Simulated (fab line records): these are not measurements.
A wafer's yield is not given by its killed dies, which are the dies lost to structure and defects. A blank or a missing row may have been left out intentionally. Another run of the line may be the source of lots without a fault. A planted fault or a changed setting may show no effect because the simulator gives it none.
A struck lot beside a sound one ; flow sky130 ; 14 steps out of a route of 708
Sound: wafers L333.1, L333.4, L333.5. Wafers L342.2, L342.3, L342.4 were the ones struck. The cause is named last.
Each step with rows lists, per side, the tool, then ch with its chambers, then its first start. Under that, the readings that differ: sound wafers ; struck wafers ; difference of the means ; sigmas: that difference in standard deviations of wafers without a fault.
alike: readings whose means differ by less than 2 such deviations, and words and numbers that are the same on both sides. not compared: withheld readings, readings that some wafer has no value for, bounds like >300 that may hide the same value, and numbers for which the record gives no deviation and whose values overlap.
A row with sigmas, a row that says differs or no value, or rows on one side alone: a step with any of these is where the two part. Numbers that don't overlap but have no deviation are shown without sigmas and don't part them. A reading missing from all wafers of one side parts the sides only when that side holds two or more wafers.

first, 2 steps without rows for these wafers: SKY_METAL4_PEB_11; SKY_METAL4_DEVELOP_12 (develop time 60 s).
SKY_METAL4_CD_MEAS_13: target cd 300 nm.
  sound: cd sem-01 at day 43 17:48; struck: cd sem-02 at day 46 04:06
  alike: cd nm
SKY_METAL4_OVL_MEAS_14:
  sound: overlay-01 at day 43 17:55; struck: overlay-01 at day 46 04:13
  alike: METAL4_OVL
SKY_METAL4_DESCUM_15: chemistry O2, time 8 s.
  sound on rie metal-01 ch 0, day 43 17:58; struck on rie metal-02 ch 0,1, day 46 04:14
  alike: drypump motor current A, oes product au
  not compared: rf hours counter h
SKY_METAL4_ETCH_16: etches BARC in N2/H2, stops on SiO2, time 88.2 s, target depth 60 nm.
  sound on rie metal-01 ch 0, day 43 18:01; struck on rie metal-02 ch 0,1, day 46 04:16
  alike: drypump motor current A, oes product au, throttle valve pct
  not compared: rf hours counter h
SKY_METAL4_ETCH_17: etches SiO2 in C4F8/O2/Ar, stops on TiN, time 3.9 s, target depth 15 nm.
  sound on rie diel-02 ch 0,1,2, day 43 18:13; struck on rie diel-04 ch 0,1,3, day 46 04:22
  alike: oes product au
  not compared: rf hours counter h
SKY_METAL4_METAL_ETCH_18: etches the open film in Cl2/BCl3, stops on SiO2, target depth 845 nm, time 183.1 s.
  sound on rie metal-02 ch 0, day 43 18:14; struck on rie metal-03 ch 0,1, day 46 04:23
  alike: drypump motor current A, mfc cl2 sccm, oes product au, throttle valve pct
  not compared: rf hours counter h
SKY_METAL4_STRIP_19: strips in O2/N2.
  sound on plasma asher-04 ch 0,1, day 43 18:25; struck on plasma asher-04 ch 0,1, day 46 04:34
  alike: drypump motor current A, oes product au, strip time to endpoint s
  not compared: rf hours counter h
then, 3 steps without rows for these wafers: SKY_METAL4_STRIP_20 (strips in post etch residue remover, time 1200 s); SKY_METAL4_CLEAN_21 (cleans in IPA, time 180 s); SKY_METAL4_CLEAN_22 (cleans in O3/DIW).
SKY_VIA4_HDPCVD_00: deposits SiO2, target thk 1750 nm, time 291.7 s.
  sound on hdpcvd-01 ch 1,2, day 43 19:11; struck on hdpcvd-02 ch 1,2, day 46 05:10
  no value came back on the struck wafers for pressure mtorr (mTorr), run length s (s), sih4 flow sccm (sccm); on the sound wafers pressure mtorr (mTorr) reads 6.003 6.026 6.004
SKY_PAD_OPEN_PROBE_99:
  the record has rows for the sound wafers here (prober-02, day 47 14:28) and none for the struck ones

WHERE THEY PART
Earliest at SKY_VIA4_HDPCVD_00; latest, in this record, at SKY_PAD_OPEN_PROBE_99.

WHY: what had been put in by the simulator
Skipped step whole: hdpcvd-02, from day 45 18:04 on, at SKY_VIA4_HDPCVD_00. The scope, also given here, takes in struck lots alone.
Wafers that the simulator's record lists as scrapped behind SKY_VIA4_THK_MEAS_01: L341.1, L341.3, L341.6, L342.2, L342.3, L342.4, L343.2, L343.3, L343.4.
